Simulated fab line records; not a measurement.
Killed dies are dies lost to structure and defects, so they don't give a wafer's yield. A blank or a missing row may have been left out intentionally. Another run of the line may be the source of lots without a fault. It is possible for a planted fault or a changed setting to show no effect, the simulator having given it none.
Comparing a struck lot with a sound one | flow sfq_line | 42 steps out of a route of 325
Sound: wafers L608.2, L608.3, L608.4. Struck: wafer L620.1 (L620.3, L620.4, from the same lot, were not struck and are left out); the cause is given at the end.
Each step with rows lists, per side, the tool, then ch with its chambers, then its first start. Under that, the readings that differ: sound wafers | struck wafers | difference of the means | sigmas: that difference in standard deviations of wafers without a fault.
alike: a reading whose means differ by less than 2 such deviations, as well as words and numbers matching on both sides. not compared: withheld readings; readings where some wafer has no value; bounds like >300 that might hide an equal value; numbers whose values overlap and for which the record gives no deviation.
The two part at a step that has a row with sigmas, a row that says differs or no value, or rows on one side only. Numbers that have no deviation but don't overlap get no sigmas and don't part them. A reading missing from all wafers of one side parts the sides only when that side holds two or more wafers.

first, 6 steps without rows for these wafers: SFQ_TRILAYER_M3_LITHO_COAT_080 (resist thk 62 nm); SFQ_TRILAYER_M3_LITHO_COAT_075 (resist thk 600 nm); SFQ_TRILAYER_M3_LITHO_SOFTBAKE_079; SFQ_TRILAYER_M3_LITHO_EXPOSE_076 (exposes mask M3, target cd 500 nm); SFQ_TRILAYER_M3_LITHO_PEB_078 (peb time 60 s); SFQ_TRILAYER_M3_LITHO_DEVELOP_077 (time 60 s).
SFQ_M3_OVL_MEAS_921:
  sound on overlay-01 at day 35 09:23; struck on overlay-01 at day 40 22:26
  alike: M3_OVL
SFQ_TRILAYER_M3_BARC_OPEN_METAL_ETCH_100: etches BARC in O2, target depth 125 nm, time 41.7 s.
  sound on rie_metal-02 ch 0,1, day 35 09:25; struck on rie_metal-02 ch 0, day 40 22:28
  alike: drypump_motor_current_A, oes_product_au
  not compared: rf_hours_counter_h
then, 3 steps without rows for these wafers: SFQ_TRILAYER_M3_ETCH_METAL_ETCH_078 (etches Nb in Cl2/Ar, stops on SiO2, target depth 240 nm, time 120 s); SFQ_TRILAYER_M3_STRIP_STRIP_079 (strips in O2); SFQ_TRILAYER_M3_STRIP_SOLV_CLEAN_080 (cleans in NMP, time 600 s).
SFQ_TRILAYER_I3_DEP_PECVD_081: deposits SiO2 from SiH4/N2O, time 111.11 s, target thk 500 nm.
  sound on pecvd-02 ch 0,1, day 35 10:23; struck on pecvd-03 ch 1, day 40 23:25
  reading                | sound          | struck | difference | sigmas
  throttle_valve_pct (%) | 23.2 22.9 23.1 | 25.9   | +2.8       | +2
  alike: heater_power_w
SFQ_TRILAYER_I3_CMP_CMP_082: polishes SiO2.
  sound on cmp-01 ch 1,2,3, day 35 10:58; struck on cmp-02 ch 0, day 41 11:47
  reading                                             | sound             | struck | difference | sigmas
  time_to_endpoint_s (s)                              | 222 213 219       | 267    | +49        | +5
  model.SiO2_of_TRILAYER_I3_DEP_PECVD_081.thk_nm (nm) | 199.6 199.9 200.8 | 297.9  | +97.8      |
  alike: motor_current_A, slurry_filter_dp_kPa
SFQ_I3_BOW_MEAS_922:
  sound on film_metro-01 at day 35 13:29; struck on film_metro-02 at day 41 14:47
  alike: I3_BOW
SFQ_TRILAYER_I3_METRO_MEASURE_083:
  sound on film_metro-01 at day 35 13:47; struck on film_metro-02 at day 41 14:54
  reading     | sound             | struck | difference | sigmas
  thk_nm (nm) | 199.6 200.1 200.8 | 297.8  | +97.6      | +75
then, 6 steps without rows for these wafers: SFQ_TRILAYER_I3_VIA_LITHO_COAT_090 (resist thk 62 nm); SFQ_TRILAYER_I3_VIA_LITHO_COAT_085 (resist thk 650 nm); SFQ_TRILAYER_I3_VIA_LITHO_SOFTBAKE_089; SFQ_TRILAYER_I3_VIA_LITHO_EXPOSE_086 (exposes mask I3, target cd 500 nm); SFQ_TRILAYER_I3_VIA_LITHO_PEB_088 (peb time 60 s); SFQ_TRILAYER_I3_VIA_LITHO_DEVELOP_087 (time 60 s).
-- the record jumps here: 6 days lie between the struck wafers' starts before and after --
SFQ_I3_OVL_MEAS_923:
  sound on overlay-02 at day 40 23:38; struck on overlay-02 at day 47 13:00
  alike: I3_OVL
then, 1 step without rows for these wafers: SFQ_TRILAYER_I3_VIA_BARC_OPEN_VIA_ETCH_121 (etches BARC in O2, target depth 125 nm, time 41.7 s).
SFQ_TRILAYER_I3_VIA_ETCH_VIA_ETCH_088: etches SiO2 in CHF3, stops on Nb, target depth 260 nm.
  sound on rie_diel-04 ch 0,2,3, day 40 23:42; struck on rie_diel-04 ch 2, day 47 13:04
  reading                        | sound             | struck | difference | sigmas
  oes_product_au (a.u.)          | 0.851 0.858 0.857 | 1.014  | +0.159     | +30
  model.I3.feature_depth_nm (nm) | 199.6 199.9 200.8 | 266.5  | +66.4      |
  model.etch.depth_nm (nm)       | 199.6 199.9 200.8 | 266.5  | +66.4      |
  alike: drypump_motor_current_A
then, 2 steps without rows for these wafers: SFQ_TRILAYER_I3_VIA_STRIP_STRIP_089 (strips in O2); SFQ_TRILAYER_I3_VIA_STRIP_SOLV_CLEAN_090 (cleans in NMP, time 600 s).
SFQ_TRILAYER_M4_DEP_PRE_CLEAN_092: time 22.5 s.
  sound on pvd_sputter-04 at day 41 00:35; struck on pvd_sputter-04 at day 47 13:58
  reading                                             | sound             | struck | difference | sigmas
  model.SiO2_of_TRILAYER_I3_DEP_PECVD_081.thk_nm (nm) | 192.1 192.4 193.3 | 290.4  | +97.8      |
SFQ_TRILAYER_M4_DEP_SPUTTER_091: material Nb, target thk 200 nm, time 133.3 s.
  sound on pvd_sputter-04 at day 41 00:37; struck on pvd_sputter-04 at day 47 13:59
  alike: throttle_valve_pct
SFQ_M4_RS_MEAS_924: the measuring method here is four-point-probe.
  sound on film_metro-03 at day 41 00:44; struck on film_metro-02 at day 47 14:05
  alike: M4_NB_RS
then, 6 steps without rows for these wafers: SFQ_TRILAYER_M4_LITHO_COAT_098 (resist thk 62 nm); SFQ_TRILAYER_M4_LITHO_COAT_093 (resist thk 600 nm); SFQ_TRILAYER_M4_LITHO_SOFTBAKE_097; SFQ_TRILAYER_M4_LITHO_EXPOSE_094 (exposes mask M4, target cd 500 nm); SFQ_TRILAYER_M4_LITHO_PEB_096 (peb time 60 s); SFQ_TRILAYER_M4_LITHO_DEVELOP_095 (time 60 s).
-- the record jumps here: 6 days lie between the struck wafers' starts before and after --
SFQ_M4_OVL_MEAS_926:
  sound on overlay-01 at day 41 11:06; struck on overlay-02 at day 53 16:13
  reading     | sound  | struck | difference | sigmas
  M4_OVL (nm) | 1 -1 8 | -7     | -10        | -2
then, 1 step without rows for these wafers: SFQ_TRILAYER_M4_BARC_OPEN_METAL_ETCH_123 (etches BARC in O2, target depth 125 nm, time 41.7 s).
SFQ_TRILAYER_M4_ETCH_METAL_ETCH_096: etches Nb in Cl2/Ar, stops on SiO2, target depth 240 nm, time 120 s.
  sound on rie_metal-01 ch 0,1, day 41 11:11; struck on rie_metal-04 ch 1, day 53 16:19
  alike: drypump_motor_current_A, oes_product_au
  not compared: rf_hours_counter_h
SFQ_TRILAYER_M4_STRIP_STRIP_097: strips in O2.
  sound on rie_metal-01 ch 0,1, day 41 11:19; struck on rie_metal-04 ch 1, day 53 16:26
  alike: drypump_motor_current_A, oes_product_au
  not compared: rf_hours_counter_h
then, 2 steps without rows for these wafers: SFQ_TRILAYER_M4_STRIP_SOLV_CLEAN_098 (cleans in NMP, time 600 s); SFQ_TRILAYER_I4_DEP_PECVD_099 (deposits SiO2 from SiH4/N2O, time 111.11 s, target thk 500 nm).
-- the record jumps here: 34 days lie between the struck wafers' starts before and after --
SFQ_M8_BOW_MEAS_951:
  sound on film_metro-03 at day 86 04:28; struck on film_metro-04 at day 87 19:20
  reading                 | sound             | struck | difference | sigmas
  model.etest.i3.link_ohm | 1.967 1.979 1.946 | 1e+06  | +1e+06     |
  alike: M8_BOW

WHERE THEY PART
Earliest at SFQ_TRILAYER_I3_DEP_PECVD_081; latest, in this record, at SFQ_M4_OVL_MEAS_926. Later steps at which nothing parts them and some readings are alike: SFQ_TRILAYER_M4_ETCH_METAL_ETCH_096, SFQ_TRILAYER_M4_STRIP_STRIP_097, SFQ_M8_BOW_MEAS_951.

WHY: what the simulator had put in
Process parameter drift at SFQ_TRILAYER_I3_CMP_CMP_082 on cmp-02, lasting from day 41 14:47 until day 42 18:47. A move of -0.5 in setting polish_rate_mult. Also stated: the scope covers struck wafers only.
